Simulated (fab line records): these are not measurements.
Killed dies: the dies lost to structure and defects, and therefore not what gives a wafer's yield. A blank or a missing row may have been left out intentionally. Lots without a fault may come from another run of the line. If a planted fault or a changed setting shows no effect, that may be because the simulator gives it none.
Which of the tools did it?	flow gf180mcu	12 lots with 35 wafers sampled at 4 steps, on a route of 602 steps

WHAT EACH GAUGE READ, for each wafer
GF_STI_THK_MEAS_02.
lot	measured	on	STI_OXIDATION_THK (nm)
L624	day 1 11:32	film_metro-03	9.70 9.85 9.80
L626	day 1 21:31	film_metro-01	10.24 10.16 10.14
L629	day 2 12:31	film_metro-01	9.88 9.93 9.95
L630	day 2 17:31	film_metro-01	9.89 9.76 9.83
L631	day 3 00:14	film_metro-03	9.90 10.03 9.95
L633	day 3 16:37	film_metro-02	10.35 10.27 10.39
L634	day 3 16:37	film_metro-01	9.92 10.07 10.09
L635	day 3 21:50	film_metro-01	10.14 10.27 10.22
L637	day 4 04:49	film_metro-03	10.21 10.13
L643	day 5 10:31	film_metro-03	9.95 10.03 9.94
L644	day 5 16:03	film_metro-01	10.11 10.14 10.33
L647	day 6 07:58	film_metro-01	10.41 10.38 10.27

GF_STI_THK_MEAS_24.
lot	measured	on	STI_CVD_23_THK (nm)
L624	day 2 03:37	film_metro-01	657 653 655
L626	day 2 13:47	film_metro-03	651 648 655
L629	day 3 08:13	film_metro-01	651 655 655
L630	day 3 17:53	film_metro-03	655 649 656
L631	day 3 17:53	film_metro-01	647 642 646
L633	day 4 09:05	film_metro-03	647 921 646
L634	day 4 11:47	film_metro-02	919 652 921
L635	day 4 15:24	film_metro-01	646 642 647
L637	day 4 23:47	film_metro-03	920 919
L643	day 6 05:28	film_metro-03	634 650 637
L644	day 6 10:38	film_metro-02	642 644 647
L647	day 7 03:47	film_metro-03	654 655 654

EACH LOT AND THE TOOL THAT RAN IT (in order: tool; ch and the chambers of the sampled wafers; start)
lot	GF_STI_ETCH_13	GF_STI_CVD_23
L624	rie_diel-02 ch 0,1, day 2 01:29	hdpcvd-02 ch 0,2, day 2 03:31
L626	rie_diel-03 ch 0,1, day 2 11:08	hdpcvd-01 ch 0,1,2, day 2 13:42
L629	rie_diel-04 ch 0,1, day 3 03:02	hdpcvd-02 ch 1,2, day 3 08:08
L630	rie_diel-02 ch 0,3, day 3 08:19	hdpcvd-01 ch 0,1,2, day 3 17:48
L631	rie_diel-04 ch 0,1,2, day 3 13:29	hdpcvd-02 ch 0,1, day 3 17:49
L633	rie_diel-02 ch 1,2,3, day 4 07:14	hdpcvd-02 ch 0,1,2, day 4 09:01
L634	rie_diel-03 ch 0,1, day 4 07:35	hdpcvd-02 ch 0,2, day 4 11:42
L635	rie_diel-03 ch 0,1,2, day 4 13:10	hdpcvd-01 ch 0,1,2, day 4 15:19
L637	rie_diel-03 ch 1,2, day 4 21:44	hdpcvd-02 ch 0,2, day 4 23:42
L643	rie_diel-02 ch 0,2,3, day 6 03:35	hdpcvd-01 ch 0,1,2, day 6 05:23
L644	rie_diel-03 ch 0,1,2, day 6 08:46	hdpcvd-01 ch 1,2, day 6 10:34
L647	rie_diel-02 ch 1,2, day 7 01:02	hdpcvd-01 ch 0,1, day 7 03:42
- GF_STI_ETCH_13: etches the open film in CHF3/O2, stops on Si, target depth 282.31 nm, time 112.9 s.
- GF_STI_CVD_23: deposits SiO2, target thk 650 nm, time 108.3 s.

WHAT THE TOOLS THEMSELVES READ (means of the sampled wafers that have a number; where no wafer has one, the mark that the record gives instead)
GF_STI_ETCH_13.
lot	tool	drypump_motor_current_A (A)	oes_product_au (a.u.)	throttle_valve_pct (%)
L624	rie_diel-02	5.8	0.824	8.802
L626	rie_diel-03	6.4	0.829	8.808
L629	rie_diel-04	5.1	0.835	8.813
L630	rie_diel-02	5.4	0.825	8.804
L631	rie_diel-04	5.2	0.837	8.815
L633	rie_diel-02	5.9	0.833	8.810
L634	rie_diel-03	6.4	0.827	8.809
L635	rie_diel-03	6.2	0.833	8.814
L637	rie_diel-03	6.2	0.837	8.816
L643	rie_diel-02	5.8	0.840	8.803
L644	rie_diel-03	6.2	0.826	8.810
L647	rie_diel-02	6.1	0.832	8.815

THE ANSWER, worked out from the rows above alone
Rule: the usual values come from the lots themselves. Put in order of their means at a reading, lots are off if they are a third of the lots or fewer, leave a main group of 4 or more, and stand apart from it by a gap of 3 or more times the standard deviation of the main group's means; of several such gaps the widest counts. The tables above print the reading to a certain number of digits; a main group whose means all agree to those digits is not used. Also off: a lot with no number at a reading for which 4 or more lots have one. Where the step has rows for the other lots, those lots are counted as sound. After the gauges, taken in route order, come the tools' own readings; for these a lot's mean is taken, as printed above. The first step at which some lot is off is used, and at that step the reading that is off furthest; a lot without a number counts as furthest.
Off: L633, L634, L637, seen at GF_STI_THK_MEAS_24 (STI_CVD_23_THK). The main group: mean 649 nm, standard deviation 5.2.
If a tool, at a process step before that reading, ran all the lots that are off and no sound lot after the first of them, it fits. Those tools and the gauges at GF_STI_THK_MEAS_24 are tried in the same way. One fits: hdpcvd-02 at GF_STI_CVD_23. Its last sound lot is L631 (day 3 17:49), its first lot that is off L633 (day 4 09:01): a fault that began between those two fits.

WHAT HAD BEEN PUT IN BY THE SIMULATOR
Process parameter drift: hdpcvd-02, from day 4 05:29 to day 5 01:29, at GF_STI_CVD_23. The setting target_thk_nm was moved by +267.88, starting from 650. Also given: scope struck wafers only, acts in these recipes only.
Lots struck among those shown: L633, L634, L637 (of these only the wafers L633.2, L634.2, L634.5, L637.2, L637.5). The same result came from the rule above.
